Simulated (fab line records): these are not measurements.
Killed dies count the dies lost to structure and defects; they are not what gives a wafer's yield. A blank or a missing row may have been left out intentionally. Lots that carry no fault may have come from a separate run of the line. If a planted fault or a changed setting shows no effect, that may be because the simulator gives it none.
fab line records + flow sky130
[record]
- lots = 5
- wafers = 15
- last-day = 49
route steps=708 shown LDD_LDN@289 SPACER@304 POLY_CUT@307 SD_P@320 PAD_OPEN@708
lots that met no fault: taken from a fault-free run of the same line
start-h: start of the lot's first displayed wafer, in hours after the record's first day + wait-h: hours elapsed since this lot's preceding step + " repeats the value in the row above + L1.1+2: a single row standing in for several wafers + - value missing, or start not given + * or withheld: withheld + < > ~ a bound
route shown NAME@n: NAME is a module with steps in the file, n the number in the route of the first one + usual: mean and standard deviation over wafers with no fault + same: alike in all rows + chamber/n: place in a boat + sites: readings site by site + _std_site: the values' standard deviation + _edge_site: inner sites' mean taken away from outer sites' mean + radius-mm: how far each site lies from the wafer's centre + mask NAME#n: copy n + behind: the tool/chamber that last shaped the wafer + hold: why the lot was held/for how many hours/how that ended + device: which transistor (n, p or np) failed to switch + end of line: at the end of the route, the tests of the same wafers + for a step that has no rows: nothing shown but its recipe + killed: at the first sort, the dies lost to defects and structure; wafer yield is something else + map: the dies of a wafer, with x for killed, . for not killed, _ for no die there
set.NAME: the setting that was run; set.NAME@STEP: the one run at that earlier step + model.NAME: the simulator's own value behind a step, which no gauge read
a table for each step, a row for each wafer; lots at some steps of the route
services: when a tool's chamber went out of use (start-h, in hours from the record's first day, below 0 if earlier), for how many hours, and the reason
[[steps]]
[step SKY_LDD_LDN_DEHYDRATE_00]
[recipe]
- temp-c = 200
- time-s = 60
[step SKY_LDD_LDN_HMDS_01]
[recipe]
- prime-time-s = 60
- prime-temp-c = 120
[step SKY_LDD_LDN_COAT_02]
[recipe]
- resist = NOVOLAK
- spin-rpm = 3000
- resist-thk-nm = 1140
[step SKY_LDD_LDN_SOFTBAKE_03]
[recipe]
- temp-c = 90
- time-s = 60
- resist = NOVOLAK
[step SKY_LDD_LDN_EXPOSE_04]
[recipe]
- mask-id = LDNTM
- na = 0.6
- source-shape = conventional
- sigma-outer = 0.6
- polarization = unpolarized
- target-cd-nm = 700
- dose-mj = 140
[step SKY_LDD_LDN_PEB_05]
[recipe]
- temp-c = withheld
- time-s = *
- resist = NOVOLAK
[step SKY_LDD_LDN_DEVELOP_06]
[recipe]
- resist = NOVOLAK
- developer = TMAH
- develop-time-s = 60
- dev-temp-c = 23
[step SKY_LDD_LDN_IMPLANT_08]
[recipe]
- species = As
- energy-kev = 15
- dose-cm2 = 1.25e+13
- tilt-deg = withheld
- rotation-deg = 23
[step SKY_LDD_LDN_IMPLANT_09]
[recipe]
- species = As
- energy-kev = 15
- dose-cm2 = 1.25e+13
- tilt-deg = withheld
- rotation-deg = 113
[step SKY_LDD_LDN_IMPLANT_10]
[recipe]
- species = As
- energy-kev = 15
- dose-cm2 = 1.25e+13
- tilt-deg = withheld
- rotation-deg = 203
[step SKY_LDD_LDN_IMPLANT_11]
[recipe]
- species = As
- energy-kev = 15
- dose-cm2 = 1.25e+13
- tilt-deg = withheld
- rotation-deg = 293
[step SKY_LDD_LDN_STRIP_12]
[recipe]
- chemistry = O2/N2
- power-w = 1400
- pressure-mtorr = 1500
- platen-temp-c = withheld
- o2-flow-sccm = 3000
- n2-flow-sccm = 300
- overash-fraction = 0.5
[usual]
- drypump-motor-current-A = 6.2/0.53
- oes-product-au = 0.715/0.0049
- strip-time-to-endpoint-s = 14.17/0.043
| lot.wafer | tool            | chamber | start-h | wait-h | drypump-motor-current-A | oes-product-au | rf-hours-counter-h | strip-time-to-endpoint-s |
|-----------|-----------------|---------|---------|--------|-------------------------|----------------|--------------------|--------------------------|
| L431.2    | plasma-asher-04 | 0       | 574.26  | 0.1    | 6.1                     | 0.717          | 88                 | 14.23                    |
| L431.3    | "               | 0       | "       | "      | 6.1                     | 0.712          | -                  | 14.22                    |
| L431.5    | "               | 1       | "       | "      | 5.4                     | 0.722          | -                  | 14.21                    |
| L433.1    | plasma-asher-03 | 0       | 592.59  | 0.1    | 6.7                     | 0.721          | 46                 | 14.10                    |
| L433.2    | "               | 1       | "       | "      | 6.8                     | 0.716          | 46                 | 14.19                    |
| L433.5    | "               | 0       | "       | "      | 6.7                     | 0.723          | -                  | 14.12                    |
| L441.3    | plasma-asher-04 | 1       | 668.54  | 0.1    | 5.4                     | 0.715          | -                  | 14.10                    |
| L441.5    | "               | 0       | "       | "      | 6.2                     | 0.719          | -                  | 14.15                    |
| L441.6    | "               | 1       | "       | "      | 5.4                     | 0.714          | -                  | 14.17                    |
| L442.2    | plasma-asher-04 | 1       | 674.04  | 0.1    | 5.4                     | 0.715          | 97                 | 14.18                    |
| L442.3    | "               | 1       | "       | "      | 5.4                     | 0.720          | -                  | 14.20                    |
| L442.5    | "               | 1       | "       | "      | 5.4                     | 0.717          | -                  | 14.22                    |
| L447.1    | plasma-asher-04 | 0       | 707.13  | 0.2    | 6.2                     | 0.719          | 101                | 14.16                    |
| L447.3    | "               | 0       | "       | "      | 6.1                     | 0.720          | -                  | 14.19                    |
| L447.5    | "               | 1       | "       | "      | 5.4                     | 0.722          | -                  | 14.13                    |
[step SKY_LDD_LDN_CLEAN_14]
[recipe]
- chemistry = SC1/SC2
- mix = 1:4:20
- temp-c = 70
- time-s = 150
- dry = n2-spin
[step SKY_SPACER_CVD_00]
[recipe]
- material = Si3N4
- precursor = DCS/NH3
- target-thk-nm = 43.1
- temp-c = 770
- time-s = 740
- pressure-mtorr = 250
[step SKY_SPACER_ETCHBACK_02]
[recipe]
- chemistry = CH3F/O2
- target = Si3N4
- stop-on = SiO2
- source-w = 400
- bias-w = 80
- pressure-mtorr = 25
- ch3f-flow-sccm = 40
- O2_flow_sccm = 30
- time-s = 46.7
- target-depth-a = 450
[step SKY_POLY_CUT_DEHYDRATE_00]
[recipe]
- temp-c = 200
- time-s = 60
[step SKY_POLY_CUT_HMDS_01]
[recipe]
- prime-time-s = 60
- prime-temp-c = 120
[step SKY_POLY_CUT_COAT_02]
[recipe]
- resist = BARC
- temp-c = withheld
- time-s = withheld
- spin-rpm = 3000
- resist-thk-nm = 60
[step SKY_POLY_CUT_COAT_03]
[recipe]
- resist = KrF-thick
- spin-rpm = 3000
- resist-thk-nm = 450
[step SKY_POLY_CUT_SOFTBAKE_04]
[recipe]
- temp-c = 100
- time-s = 90
- resist = KrF-thick
[step SKY_POLY_CUT_EXPOSE_05]
[recipe]
- mask-id = NPCM
- na = 0.8
- source-shape = annular
- sigma-inner = 0.55
- sigma-outer = 0.85
- target-cd-nm = 270
- dose-mj = 32
[step SKY_POLY_CUT_PEB_06]
[recipe]
- peb-temp-c = withheld
- peb-time-s = withheld
- resist = KrF-thick
[step SKY_POLY_CUT_DEVELOP_07]
[recipe]
- develop-time-s = 60
- resist = KrF-thick
- dev-temp-c = 21
[step SKY_POLY_CUT_ETCH_10]
[recipe]
- chemistry = N2/H2
- target = BARC
- ion-energy-ev = 200
- source-w = 500
- bias-w = 100
- pressure-mtorr = 30
- n2-flow-sccm = 100
- h2-flow-sccm = 200
- stop-on = SiO2
- time-s = 45.9
- target-depth-a = 600
[step SKY_POLY_CUT_ETCH_11]
[recipe]
- target = Si3N4
- chemistry = CF4/CH2F2/Ar
- stop-on = poly-Si
- source-w = 600
- bias-w = 150
- pressure-mtorr = 40
- cf4-flow-sccm = 40
- ch2f2-flow-sccm = 20
- Ar_flow_sccm = 150
- time-s = 42.5
- target-depth-a = 600
[step SKY_POLY_CUT_STRIP_12]
[recipe]
- chemistry = O2/N2
- power-w = 1400
- pressure-mtorr = 1500
- platen-temp-c = withheld
- o2-flow-sccm = 3000
- n2-flow-sccm = 300
- overash-fraction = 0.5
[step SKY_SD_P_DEHYDRATE_00]
[recipe]
- temp-c = 200
- time-s = 60
[step SKY_SD_P_HMDS_01]
[recipe]
- prime-time-s = 60
- prime-temp-c = 120
[step SKY_SD_P_COAT_02]
[recipe]
- resist = NOVOLAK
- spin-rpm = 3000
- resist-thk-nm = 1140
[step SKY_SD_P_SOFTBAKE_03]
[recipe]
- temp-c = 90
- time-s = 60
- resist = NOVOLAK
[step SKY_SD_P_EXPOSE_04]
[recipe]
- mask-id = PSDM
- na = 0.6
- source-shape = conventional
- sigma-outer = 0.6
- polarization = unpolarized
- target-cd-nm = 380
- dose-mj = 138
[step SKY_SD_P_PEB_05]
[recipe]
- temp-c = withheld
- time-s = *
- resist = NOVOLAK
[step SKY_SD_P_DEVELOP_06]
[recipe]
- resist = NOVOLAK
- developer = TMAH
- develop-time-s = 60
- dev-temp-c = 23
[step SKY_SD_P_IMPLANT_09]
[recipe]
- species = BF2
- energy-kev = 20
- dose-cm2 = 3e+15
- tilt-deg = 0
[step SKY_SD_P_STRIP_10]
[recipe]
- chemistry = O2/N2
- power-w = 1400
- pressure-mtorr = 1500
- platen-temp-c = withheld
- o2-flow-sccm = 3000
- n2-flow-sccm = 300
- overash-fraction = 0.5
[step SKY_PAD_OPEN_PROBE_99]
[usual]
- killed_at_M0_to_M3 = 44/7.2
- killed_at_M4_up = 3.1/1.8
- killed-at-contacts = 24/4.5
- killed-at-front-end = 16/4.4
- killed-at-other = 0.2/0.42
- killed-dies = 87/8.9
- killed-open = 48/6.4
- killed-short = 39/6.2
[same]
- gross-dies = 492
- killed-at-back-side = 0
| lot.wafer | tool      | chamber | start-h | wait-h | killed_at_M0_to_M3 | killed_at_M4_up | killed-at-contacts | killed-at-front-end | killed-at-other | killed-dies | killed-open | killed-short |
|-----------|-----------|---------|---------|--------|--------------------|-----------------|--------------------|---------------------|-----------------|-------------|-------------|--------------|
| L431.2    | prober-01 | -       | 1097.43 | 0.1    | 51                 | 3               | 27                 | 22                  | 0               | 103         | 62          | 41           |
| L431.3    | prober-01 | -       | 1097.48 | 0.2    | 62                 | 3               | 27                 | 18                  | 0               | 110         | 57          | 53           |
| L431.5    | prober-01 | -       | 1097.58 | 0.2    | 38                 | 5               | 28                 | 18                  | 0               | 89          | 51          | 38           |
| L433.1    | prober-01 | -       | 1115.03 | 0.1    | 49                 | 4               | 22                 | 15                  | 0               | 90          | 48          | 42           |
| L433.2    | prober-01 | -       | 1115.08 | 0.1    | 41                 | 0               | 29                 | 15                  | 0               | 85          | 53          | 32           |
| L433.5    | prober-01 | -       | 1115.23 | 0.2    | 31                 | 1               | 20                 | 16                  | 0               | 68          | 44          | 24           |
| L441.3    | prober-01 | -       | 1158.80 | 0.2    | 41                 | 4               | 26                 | 42                  | 0               | 113         | 54          | 39           |
| L441.5    | prober-01 | -       | 1158.90 | 0.2    | 51                 | 7               | 26                 | 14                  | 0               | 98          | 56          | 42           |
| L441.6    | prober-01 | -       | 1158.95 | 0.2    | 37                 | 3               | 23                 | 32                  | 0               | 95          | 44          | 31           |
| L442.2    | prober-02 | -       | 1163.58 | 0.1    | 46                 | 3               | 23                 | 41                  | 0               | 113         | 52          | 40           |
| L442.3    | prober-02 | -       | 1163.63 | 0.2    | 52                 | 4               | 28                 | 34                  | 0               | 118         | 46          | 50           |
| L442.5    | prober-02 | -       | 1163.73 | 0.2    | 42                 | 2               | 17                 | 39                  | 0               | 100         | 46          | 32           |
| L447.1    | prober-01 | -       | 1187.67 | 0.1    | 40                 | 1               | 16                 | 19                  | 1               | 77          | 40          | 37           |
| L447.3    | prober-01 | -       | 1187.77 | 0.2    | 43                 | 4               | 22                 | 16                  | 0               | 85          | 44          | 41           |
| L447.5    | prober-01 | -       | 1187.87 | 0.2    | 35                 | 0               | 29                 | 42                  | 1               | 107         | 48          | 38           |
// killed by level:class
L431.2 VIA1:geometric-particle:open=16 VIA3:geometric-particle:open=10 LI_CONTACT:geometric-particle:open=7 FIELD_ISO:geometric-particle:short=6 POLY_GATE:geometric-particle:open=6 CONTACT:geometric-particle:open=6 VIA2:geometric-particle:open=6 FIELD_ISO:geometric-particle:open=5
L431.3 VIA1:geometric-particle:open=12 METAL2:geometric-particle:short=10 CONTACT:geometric-particle:open=9 VIA3:geometric-particle:open=8 METAL1:geometric-particle:short=7 LOCAL_INTERCONNECT:geometric-particle:short=6 METAL3:geometric-particle:short=6 POLY_GATE:geometric-particle:open=5
L431.5 CONTACT:geometric-particle:open=11 VIA3:geometric-particle:open=10 VIA1:geometric-particle:open=9 LI_CONTACT:geometric-particle:open=8 POLY_GATE:geometric-particle:short=7 METAL1:geometric-particle:short=6 FIELD_ISO:geometric-particle:short=5 CONTACT:geometric-particle:short=5
L433.1 VIA2:geometric-particle:open=10 VIA1:geometric-particle:short=9 CONTACT:geometric-particle:open=7 LI_CONTACT:geometric-particle:open=6 CONTACT:geometric-particle:short=6 VIA3:geometric-particle:open=6 VIA1:geometric-particle:open=5 METAL2:geometric-particle:short=5
L433.2 CONTACT:geometric-particle:open=10 VIA3:geometric-particle:open=10 LI_CONTACT:geometric-particle:open=9 VIA2:geometric-particle:open=7 FIELD_ISO:geometric-particle:open=6 CONTACT:geometric-particle:short=5 VIA1:geometric-particle:open=5 VIA2:geometric-particle:short=5
L433.5 CONTACT:geometric-particle:open=7 VIA3:geometric-particle:open=7 VIA1:geometric-particle:open=6 FIELD_ISO:geometric-particle:open=5 POLY_GATE:geometric-particle:open=5 FIELD_ISO:geometric-particle:short=4 LOCAL_INTERCONNECT:geometric-particle:short=4 METAL1:geometric-particle:short=4
L441.3 LDD_LDN:unspecified=20 CONTACT:geometric-particle:open=13 VIA1:geometric-particle:open=10 POLY_GATE:geometric-particle:open=9 METAL1:geometric-particle:short=8 VIA2:geometric-particle:open=7 POLY_GATE:geometric-particle:short=7 LI_CONTACT:geometric-particle:open=7
L441.5 VIA1:geometric-particle:open=19 LI_CONTACT:geometric-particle:open=7 METAL1:geometric-particle:short=6 LI_CONTACT:geometric-particle:short=6 CONTACT:geometric-particle:short=5 VIA3:geometric-particle:open=5 CONTACT:geometric-particle:open=5 VIA2:geometric-particle:short=5
L441.6 LDD_LDN:unspecified=20 VIA1:geometric-particle:open=11 LI_CONTACT:geometric-particle:open=10 LOCAL_INTERCONNECT:geometric-particle:short=6 METAL1:geometric-particle:short=5 VIA3:geometric-particle:open=5 METAL2:geometric-particle:short=4 FIELD_ISO:geometric-particle:open=3
L442.2 LDD_LDN:unspecified=21 VIA1:geometric-particle:open=17 FIELD_ISO:geometric-particle:short=7 FIELD_ISO:geometric-particle:open=7 VIA1:geometric-particle:short=7 LI_CONTACT:geometric-particle:open=7 VIA3:geometric-particle:open=6 CONTACT:geometric-particle:open=6
L442.3 LDD_LDN:unspecified=22 VIA1:geometric-particle:open=14 CONTACT:geometric-particle:open=12 VIA1:geometric-particle:short=9 LI_CONTACT:geometric-particle:open=7 METAL1:geometric-particle:short=7 POLY_GATE:geometric-particle:short=5 LOCAL_INTERCONNECT:geometric-particle:short=4
L442.5 LDD_LDN:unspecified=22 VIA1:geometric-particle:open=11 VIA1:geometric-particle:short=9 FIELD_ISO:geometric-particle:open=7 CONTACT:geometric-particle:open=6 VIA3:geometric-particle:open=5 LI_CONTACT:geometric-particle:open=4 METAL1:geometric-particle:short=4
L447.1 VIA1:geometric-particle:open=9 LI_CONTACT:geometric-particle:open=8 METAL1:geometric-particle:short=7 METAL2:geometric-particle:short=5 VIA1:geometric-particle:short=5 POLY_GATE:geometric-particle:open=4 POLY_GATE:geometric-particle:short=4 CONTACT:geometric-particle:open=4
L447.3 VIA1:geometric-particle:open=10 CONTACT:geometric-particle:open=8 VIA1:geometric-particle:short=8 LI_CONTACT:geometric-particle:open=5 FIELD_ISO:geometric-particle:open=4 SPACER:geometric-particle:short=4 CONTACT:geometric-particle:short=4 METAL1:geometric-particle:short=4
L447.5 LDD_LDN:unspecified=21 CONTACT:geometric-particle:open=9 VIA1:geometric-particle:open=9 LI_CONTACT:geometric-particle:open=7 VIA2:geometric-particle:open=7 CONTACT:geometric-particle:short=7 FIELD_ISO:geometric-particle:short=6 METAL2:geometric-particle:short=5
// map L441.3 (x killed, . not)
__________xx....x..._________
________.............._______
______....xx.....xx...xx_____
_____xxx.....x.xx...x....____
____.xx......x......x.....___
___x.xx......x.............__
__....x..x..x.x...xx.......x_
_...x..x.......x...x....x.xxx
_..x............x....x..xxxxx
_xx........x.x...........xxxx
_x..x..............xxxx..xxxx
_xx..........x.x...x......xxx
_....x.xx.......x........x..x
_..xxx...x.............xxx...
_......................x....x
__......x.x.....xxxx....x..._
___.....x......x.x.........__
____..x.xx................___
_____.x......xx...x..x...____
______.x...x.........x.._____
________.x........x..._______
__________...x...x.._________
// map L442.3 (x killed, . not)
__________xx........_________
________.............x_______
______...x.......x...x.x_____
_____..xx....x....x..x.x.____
____...xx......x...x.x.x..___
___xx.x...........x.......x__
__.........x......x......xxx_
_.x....x.....x..xx.x....xxxxx
_.x..x..xx......x..xx..x..xxx
_........x..........x.xxx.xxx
_..x.....x....x........xx.xxx
_x...x........x..........xxxx
_........x..........xx...xx.x
_...x.......x..x........x.x.x
_x......x...x.x....x........x
__x...x..x...x....x........._
___..........x.............__
____..xx.......x.xxx......___
_____....xx.x............____
______..x.........x...x._____
________..x...x....xx._______
__________.x..x..x.x_________
[[services]]
| tool            | chamber | start-h | hours | kind   |
|-----------------|---------|---------|-------|--------|
| plasma-asher-03 | -       | 595.22  | 1.7   | repair |
| plasma-asher-04 | -       | 601.69  | 2.1   | repair |
| plasma-asher-04 | -       | 637.37  | 14.6  | pm     |
| plasma-asher-03 | -       | 649.19  | 14.6  | pm     |
| plasma-asher-03 | -       | 673.57  | 10.2  | repair |
| plasma-asher-03 | -       | 700.09  | 2.9   | repair |
[[key]]
[first-sign]
- step = SKY_PAD_OPEN_PROBE_99
- reading = killed-at-front-end
- direction = up
- sigmas = 5.1
- usual = 16
- struck = 38
[effect]
- step = SKY_PAD_OPEN_PROBE_99
- reading = killed-dies
- direction = up
- sigmas = 2.3
- usual = 87
- struck = 108
- wafers-moved = 5
met-at SKY_LDD_LDN_STRIP_12
struck-wafers L441.3,L441.6,L442.2,L442.3,L442.5,L447.5
tester-left-out L441,L442,L447
onset-between 574.26 668.54
[fault]
- kind = chamber-particle-source
- tool = plasma-asher-04
- chamber = 1
- onset-h = 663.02
- steps = SKY_LDD_LDN_STRIP_12
- rate-per-visit-cm2 = 0.80874
- end-h = 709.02
// tester-left-out: of these lots the tester's yield and bins aren't shown, on N5 and GAA mostly nor the transistor test; their killed dies are dies lost to structure and defects alone, not to doping, threshold or leakage, so they don't give the yield
